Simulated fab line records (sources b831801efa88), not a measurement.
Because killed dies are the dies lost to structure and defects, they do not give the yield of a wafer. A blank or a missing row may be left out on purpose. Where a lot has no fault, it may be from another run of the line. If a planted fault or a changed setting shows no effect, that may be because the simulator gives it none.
8D (eight disciplines) problem report, filled in by code    flow sky130    the parts of the form that need people (team, actions taken, sign-off) are left out

== 1. WHAT IS WRONG ==
Wafers free of any fault read 0.337 ohm/sq (standard deviation 0.0058) for CONTACT_W_RS at SKY_CONTACT_RS_MEAS_25, against a mean of 0.284 ohm/sq on 3 wafers of 2 lots. Relative to the usual mean, that is a shift of -9.1 standard deviations.
The step: measures by four-point-probe.
First observed at day 35 17:49: wafer L548.3, on film_metro-03. Wafers with a number at this step in the record: 33, from 11 lots. Rule for "out", or "out of limits": more than 4 standard deviations from the usual mean. The other wafers with a number count as sound.

== 2. WHAT IT IS, WHAT IT ISN'T ==
question                     is                      is not
which readings at this step  CONTACT_W_RS            -
which lots                   L548, L549              L536, L539, L541, L542, L553, L554, L557, L558, L559
which wafers of those lots   L548.3, L549.2, L549.6  L548.2, L548.5, L549.5
read on which gauges         film_metro-03           film_metro-02, film_metro-04
when                         from day 35 17:49       up to then (14 sound wafers); but 16 sound wafers of L549, L553, L554, L557, L558, L559 came after

== 3. SUSPECTS, AND WHAT RULES EACH OUT ==
Counting: a tool at a process step up to the reading stays a suspect if it ran every lot that is out. Sound lots after the first of them don't rule it out here, since some wafers of a struck lot are sound.
- the gauge at SKY_CONTACT_RS_MEAS_25: kept. All the wafers that are out were read on film_metro-03, and no step on other tools shows them out.
- cvd_w-01 at SKY_CONTACT_CVD_24 (deposits W, target thk 340 nm, time 102.12 s): kept. Every lot that is out went through it, the first being L548 (day 35 17:41); the last sound lot it ran before that was L541 (day 34 02:19).
- Within cvd_w-01 at SKY_CONTACT_CVD_24: the wafers that are out ran in chamber 1; their sound lot-mates ran in chamber 0.
The count leaves film_metro-03 at SKY_CONTACT_RS_MEAS_25 and cvd_w-01 at SKY_CONTACT_CVD_24.

== 4. THE CAUSE (what the simulator had put in) ==
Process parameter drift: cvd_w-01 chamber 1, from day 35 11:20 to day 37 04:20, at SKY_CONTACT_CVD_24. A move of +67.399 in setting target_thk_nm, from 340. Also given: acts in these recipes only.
Of the 2 suspects that counting leaves, this tool is one.

== 5. SEQUENCE OF EFFECTS, ordered by route ==
Each row: a reading whose mean over the struck wafers that have a number lies more than 3 standard deviations from the usual. Only readings whose record carries a usual standard deviation are examined. hours: median over the lots of the time between each lot's start at the first step of this table that gives one and its start at this step. sigmas: the change, counted in usual standard deviations.
hours  step                     reading             usual         on struck wafers  change  sigmas
0      SKY_CONTACT_RS_MEAS_25   CONTACT_W_RS        0.337 ohm/sq  0.284             -0.053  -9.1
0      SKY_CONTACT_THK_MEAS_26  CONTACT_W_THK       343 nm        415               +72     +8.7
0      SKY_CONTACT_CMP_27       time_to_endpoint_s  83 s          98                +15     +3.3
Process steps it contains:
- SKY_CONTACT_CMP_27: polishes, stops on SiO2, t overpolish 15 s, target thk 0 nm.

== 6. WHAT WOULD HAVE CAUGHT IT SOONER ==
6 hours passed between the start of the fault at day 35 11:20 and the first reading out of limits at a measuring or inspecting step in this record, taken at day 35 17:49.
No tool reading at SKY_CONTACT_CVD_24 that has a usual standard deviation in the record was out on any struck wafer, so an alarm limit of 4 standard deviations on those readings would not have fired.
Among the 2 lots that are out, L549 began SKY_CONTACT_CVD_24 on cvd_w-01 after day 35 17:49. Holding the tool at that time would have saved it.
